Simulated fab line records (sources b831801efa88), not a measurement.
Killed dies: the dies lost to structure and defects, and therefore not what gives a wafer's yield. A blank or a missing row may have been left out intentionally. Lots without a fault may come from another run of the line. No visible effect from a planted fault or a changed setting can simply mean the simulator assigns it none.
Split-lot trial    flow sfqLine    5 lots, 23 wafers read, on a route of 325 steps

ON THE SPLIT
At SFQ_TRILAYER_JJ_TRILAYER_DEP_SPUTTER_110 (material Al, target thk 8 nm, time 10 s), the setting timeS was moved away from the recipe's 10 s on 4 of the 23 wafers read, by +4.5% to +10.5%. The other wafers ran this setting at the recipe's value.

The reading comes from the split's own step.

THE READING
Al_of_TRILAYER_JJ_TRILAYER_DEP_SPUTTER_110.thkNm (the simulator's own value, which no gauge read), in nm, at SFQ_TRILAYER_JJ_TRILAYER_DEP_SPUTTER_110 (material Al, target thk 8 nm, time 10 s). The file gives no usual value for it. Here, 19 wafers ran the recipe; their average is 8.017 nm with a standard deviation of 0.12 nm.

wafer   tool, chamber at the split  timeS as run, s  against the recipe  Al_of_TRILAYER_JJ_TRILAYER_DEP_SPUTTER_110.thkNm, nm  against lot-mates on the recipe
L074.2  pvdSputter-04, -            10               recipe              8.288                                                 -
L074.4  pvdSputter-04, -            10               recipe              8.089                                                 -
L074.5  pvdSputter-04, -            10               recipe              8.03                                                  -
L076.2  pvdSputter-03, -            10               recipe              7.949                                                 -
L076.3  pvdSputter-03, -            10               recipe              7.995                                                 -
L076.4  pvdSputter-03, -            10.45            +4.5%               8.419                                                 +0.462
L076.5  pvdSputter-03, -            10.45            +4.5%               8.446                                                 +0.489
L076.6  pvdSputter-03, -            10               recipe              7.927                                                 -
L078.1  pvdSputter-06, -            11.05            +10.5%              9.046                                                 +0.948
L078.2  pvdSputter-06, -            10               recipe              8.014                                                 -
L078.3  pvdSputter-06, -            10               recipe              8.083                                                 -
L078.4  pvdSputter-06, -            10               recipe              8.197                                                 -
L078.5  pvdSputter-06, -            11.05            +10.5%              9.087                                                 +0.989
L080.2  pvdSputter-04, -            10               recipe              7.87                                                  -
L080.3  pvdSputter-04, -            10               recipe              7.784                                                 -
L080.4  pvdSputter-04, -            10               recipe              7.866                                                 -
L080.5  pvdSputter-04, -            10               recipe              7.939                                                 -
L080.6  pvdSputter-04, -            10               recipe              7.916                                                 -
L083.1  pvdSputter-04, -            10               recipe              8.1                                                   -
L083.3  pvdSputter-04, -            10               recipe              8.091                                                 -
L083.4  pvdSputter-04, -            10               recipe              8.046                                                 -
L083.5  pvdSputter-04, -            10               recipe              8.159                                                 -
L083.6  pvdSputter-04, -            10               recipe              7.973                                                 -

THE FIT
A straight line over all 23 wafers: Al_of_TRILAYER_JJ_TRILAYER_DEP_SPUTTER_110.thkNm changes by +0.099 nm for each +1% of timeS; r = +0.94; the points scatter about the line by 0.12 nm.
The same after taking each lot's own level away (the mean of its wafers on the recipe; 23 wafers): +0.094 nm for each +1%; r = +0.98; scatter 0.068 nm.
The reading moves by 0.99 nm for the largest change in timeS, on that fit.
Across the lots, their own levels run from 7.8750 to 8.1357 nm, a range of 2.2 times the standard deviation given above.
So the lot-to-lot level changes the slope little: the two slopes agree.
Check: for one of the wafers moved furthest among these (+10.5%), held out of the fit, the line's prediction against its lot-mates is +1.02 nm. It came out at +0.948 nm against them.

THE OTHER SPLITS THESE WAFERS WENT THROUGH
Note: prior to the reading, these wafers also went through further splits. Each is held against what the fit with the lots' levels taken away leaves over:
other split on the same wafers               wafers away from the commonest value  r with Al_of_TRILAYER_JJ_TRILAYER_DEP_SPUTTER_110.thkNm (lot level and that fit taken away)
SFQ_TRILAYER_M4_LITHO_COAT_098 spinRpm       7                                     -0.10
SFQ_TRILAYER_M4_LITHO_PEB_096 pebTimeS       7                                     +0.09
SFQ_TRILAYER_I4_CMP_CMP_100 leaveAboveRefNm  5                                     +0.10
SFQ_TRILAYER_I4_VIA_LITHO_PEB_106 pebTimeS   10                                    +0.21
SFQ_TRILAYER_I4_VIA_ETCH_VIA_ETCH_106 biasW  9                                     -0.28

FILE'S OWN FIT
Al_of_TRILAYER_JJ_TRILAYER_DEP_SPUTTER_110.thkNm changes by +0.0943 nm for each +1% of timeS, r = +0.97.
